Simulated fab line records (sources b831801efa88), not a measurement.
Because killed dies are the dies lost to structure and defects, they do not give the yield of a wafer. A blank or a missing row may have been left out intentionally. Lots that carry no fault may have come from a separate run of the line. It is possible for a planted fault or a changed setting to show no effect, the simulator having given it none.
The tool behind it: which one? | flow gf180mcu | 18 wafers from 6 lots sampled at 2 of the route's 602 steps

## WHAT THE GAUGES SHOWED, per wafer
GF_HV_LDD_OVL_MEAS_20.
lot  | measured     | on         | HV_LDD_01_OVL (nm)
L409 | day 11 02:38 | overlay-01 | 1.6 1.2 2.5
L411 | day 11 19:23 | overlay-02 | 1.4 1.0 1.5
L421 | day 14 23:20 | overlay-02 | -0.6 -0.2 -0.5
L425 | day 16 07:05 | overlay-01 | 3.0 2.5 2.4
L427 | day 17 06:28 | overlay-01 | -1.2 1.1 1.2
L429 | day 17 14:26 | overlay-02 | 1.2 1.5 1.4

## TOOL THAT RAN EACH LOT (tool first, then ch and the chambers of the sampled wafers, then the start)
lot  | GF_POLY_GATE_ETCH_13
L409 | rie-si-02 ch 0,3, day 9 11:34
L411 | rie-si-02 ch 0,2,3, day 10 05:14
L421 | rie-si-02 ch 1,3, day 13 02:31
L425 | rie-si-01 ch 0,2,3, day 14 08:46
L427 | rie-si-02 ch 0,1,2, day 15 04:22
L429 | rie-si-02 ch 1,2, day 15 13:10
- GF_POLY_GATE_ETCH_13: etches poly-Si in HBr/Cl2, stops on SiO2, target depth 198.5 nm, time 69.6 s.

## THE ANSWER, worked out from the rows above alone
Rule: what is usual is taken from the lots themselves. Put in order of their means at a reading, lots are off if they are a third of the lots or fewer, leave a main group of 4 or more, and stand apart from it by a gap of 3 or more times the standard deviation of the main group's means; of several such gaps the widest counts. Not used: any main group whose means are identical at the precision the tables above print for the reading. Also off: a lot with no number at a reading for which 4 or more lots have one. The other lots that the step has rows for count as sound.
No lot is off on any of the readings shown, so nothing can be concluded from this.

## WHAT THE SIMULATOR HAD PUT IN
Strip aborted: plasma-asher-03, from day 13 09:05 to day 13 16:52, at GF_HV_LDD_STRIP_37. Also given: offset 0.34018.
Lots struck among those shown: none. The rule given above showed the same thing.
